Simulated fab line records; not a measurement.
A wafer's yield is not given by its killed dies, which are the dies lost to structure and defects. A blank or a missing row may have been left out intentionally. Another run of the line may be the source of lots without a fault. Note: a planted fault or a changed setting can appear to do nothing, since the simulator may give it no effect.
A lot that was struck, set against a sound lot | flow sky130 | 13 out of 708 route steps
Sound: these wafers, L780.3, L780.5, L780.6. The struck wafers were L773.1, L773.2, L773.6. The cause is named last.
Per side, at each step with rows, come the tool, then ch with its chambers, and then its first start. Under that, the readings that differ: sound wafers | struck wafers | difference of the means | sigmas: that difference in standard deviations of wafers without a fault.
alike: readings with means less than 2 such deviations apart, plus words and numbers identical on both sides. not compared: withheld readings, readings lacking a value on some wafer, bounds such as >300 that could conceal the same value, and numbers that have no deviation in the record and whose values overlap.
Wherever a step has rows on one side only, a row that says differs or no value, or a row with sigmas, the two part there. Numbers that don't overlap but have no deviation are shown without sigmas and don't part them. Lack of a reading on every wafer of one side parts them only where that side has two or more wafers.

first, 5 steps without rows for these wafers: SKY_FIELD_ISO_WET_ETCH_18 (etches Si3N4 in H3PO4, target depth 25 nm, time 286 s); SKY_FIELD_ISO_CLEAN_19 (cleans in SC1/SC2, time 150 s); SKY_FIELD_ISO_CLEAN_20 (cleans in dHF, time 20 s); SKY_FIELD_ISO_WET_ETCH_21 (etches SiO2 in dHF, target depth 20 nm, time 400 s); SKY_FIELD_ISO_OXIDATION_22 (stabilise 600 s, purge 300 s, target thk 10 nm).
SKY_FIELD_ISO_THK_MEAS_23:
  sound: film-metro-03 at day 5 19:55; struck: film-metro-01 at day 4 06:39
  alike: FIELD_ISO_OXIDATION_01_THK
then, 1 step without rows for these wafers: SKY_FIELD_ISO_CVD_24 (deposits SiO2, target thk 595 nm, time 99.2 s).
SKY_FIELD_ISO_THK_MEAS_25:
  sound: film-metro-01 at day 5 20:03; struck: film-metro-03 at day 4 06:47
  alike: FIELD_ISO_CVD_24_THK
then, 1 step without rows for these wafers: SKY_FIELD_ISO_ANNEAL_26 (time 1800 s).
SKY_FIELD_ISO_CMP_27: polishes, stops on Si3N4, t overpolish 16 s, target thk 457.8 nm.
  sound on cmp-01 ch 2,3, day 5 21:35; struck on cmp-01 ch 2,3, day 4 08:21
  alike: head-pressure-psi, motor-current-A, overpolish-run-s, slurry-filter-dp-kPa, time-to-endpoint-s
then, 2 steps without rows for these wafers: SKY_FIELD_ISO_WET_ETCH_28 (etches SiO2 in dHF, target depth 23.7 nm, time 47 s); SKY_FIELD_ISO_WET_ETCH_29 (etches Si3N4 in H3PO4, target depth 160 nm, time 1825 s).
SKY_FIELD_ISO_WET_ETCH_30: etches SiO2 in dHF, target depth 25 nm, time 50 s.
  sound on wet-bench-02 ch 3, day 5 22:29; struck on wet-bench-01 ch 0, day 4 09:11
  no value came back on the struck wafers for bath-heat-duty-pct (%), run-length-s (s); on the sound wafers bath-heat-duty-pct (%) reads 7.0 6.6 6.8
  reading                                          | sound           | struck            | difference | sigmas
  model.SiO2_of_FIELD_ISO_CVD_24.thk-nm (nm)       | 407.3 406 407.5 | 433 433 433.1     | +26        |
  model.SiO2_of_FIELD_ISO_OXIDATION_01.thk-nm (nm) | 0 0 0           | 11.56 11.27 11.39 | +11.41     |

WHERE THEY PART
SKY_FIELD_ISO_WET_ETCH_30 only, going by this record.

WHY: what had been put in by the simulator
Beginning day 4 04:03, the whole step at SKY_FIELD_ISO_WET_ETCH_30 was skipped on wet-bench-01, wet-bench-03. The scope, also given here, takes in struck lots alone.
